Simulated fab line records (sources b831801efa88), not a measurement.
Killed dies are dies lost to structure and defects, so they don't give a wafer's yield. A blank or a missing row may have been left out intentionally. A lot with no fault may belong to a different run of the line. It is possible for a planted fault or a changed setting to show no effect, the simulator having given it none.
Problem report in the 8D (eight disciplines) form, filled by code | flow sky130 | the parts of the form that need people (team, actions taken, sign-off) are left out

1. WHAT WENT WRONG
At SKY_PAD_OPEN_PROBE_99, killed_at_M4_up averages 53.3 over 3 wafers from 2 lots, while fault-free wafers read 3.3, standard deviation 2.1. That is +24 standard deviations from the usual mean.
First observed at day 49 09:13: wafer L942.2, on prober-02. The record has a number at this step for 6 wafers belonging to 2 lots. The rule behind "out" and "out of limits": a value lying over 4 standard deviations away from the usual mean. The rest of the wafers with a number are treated as sound.

2. WHAT IT IS, WHAT IT ISN'T
question                    | is                                                    | is not
which readings at this step | killed_at_M4_up, defect-limited-yield, sort-yield-pct | killed_at_M0_to_M3, killed-at-contacts, killed-at-front-end, killed-at-other, killed-open, killed-short
which lots                  | L942, L943                                            | -
which wafers of those lots  | L942.2, L942.5, L943.3                                | L942.3, L943.2, L943.4
read on which tools         | prober-01, prober-02                                  | -
when                        | from day 49 09:13                                     | up to then (0 sound wafers); but 3 sound wafers of L942, L943 came after

3. THE SUSPECTS, EACH WITH WHAT RULES IT OUT
Counting: any tool at a process step up to the reading remains a suspect provided it ran every lot that is out. Sound lots after the first of them don't rule it out here, since some wafers of a struck lot are sound.
- cvd-w-02 at SKY_VIA4_CVD_18 (deposits W, target thk 505 nm, time 152.14 s): kept. It ran every lot that is out, first L942 (day 46 19:04).
- Within cvd-w-02 at SKY_VIA4_CVD_18: the wafers that are out ran in chamber 1; their sound lot-mates ran in chamber 0.
The count leaves cvd-w-02 at SKY_VIA4_CVD_18.

4. THE CAUSE (what the simulator had put in)
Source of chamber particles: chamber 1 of cvd-w-02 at SKY_VIA4_CVD_18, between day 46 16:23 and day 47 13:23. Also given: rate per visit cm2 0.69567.
Only this tool survived the counting.

5. SEQUENCE OF EFFECTS, ordered by route
Each row: a reading where the mean over the struck wafers with a number is more than 3 standard deviations away from the usual. Only readings for which the record gives a usual standard deviation are gone through. hours: the time from each lot's start at the first step in this table that gives one to its start at this step, as a median over the lots. sigmas: the change in usual standard deviations.
hours | step                  | reading              | usual  | on struck wafers | change | sigmas
0     | SKY_PAD_OPEN_PROBE_99 | defect-limited-yield | 82.3 % | 73.1             | -9.2   | -4.8
0     | SKY_PAD_OPEN_PROBE_99 | killed_at_M4_up      | 3.3    | 53.3             | +50.0  | +24
0     | SKY_PAD_OPEN_PROBE_99 | killed-dies          | 87     | 132              | +45    | +4.8
0     | SKY_PAD_OPEN_PROBE_99 | sort_bin_3_pad_short | 0.9 %  | 2.5              | +1.6   | +3.4
0     | SKY_PAD_OPEN_PROBE_99 | sort_bin_5_function  | 10.5 % | 16.4             | +5.9   | +4.0
0     | SKY_PAD_OPEN_PROBE_99 | sort-n-pass          | 405    | 360              | -45    | -4.8
0     | SKY_PAD_OPEN_PROBE_99 | sort-yield-pct       | 82.3 % | 73.1             | -9.2   | -4.8
Its process steps:
- SKY_PAD_OPEN_PROBE_99

6. HOW IT WOULD HAVE BEEN CAUGHT EARLIER
In this record no reading fell out of limits until day 49 09:13, 65 hours after the fault had begun at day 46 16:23.
An alarm limit of 4 standard deviations would not have fired on the tool readings at SKY_VIA4_CVD_18 for which the record gives a usual standard deviation, since none of them was out on any struck wafer.
All the lots that are out (2) had begun SKY_VIA4_CVD_18 on cvd-w-02 by day 49 09:13. Had the tool been put on hold then, not one of them would have been saved.
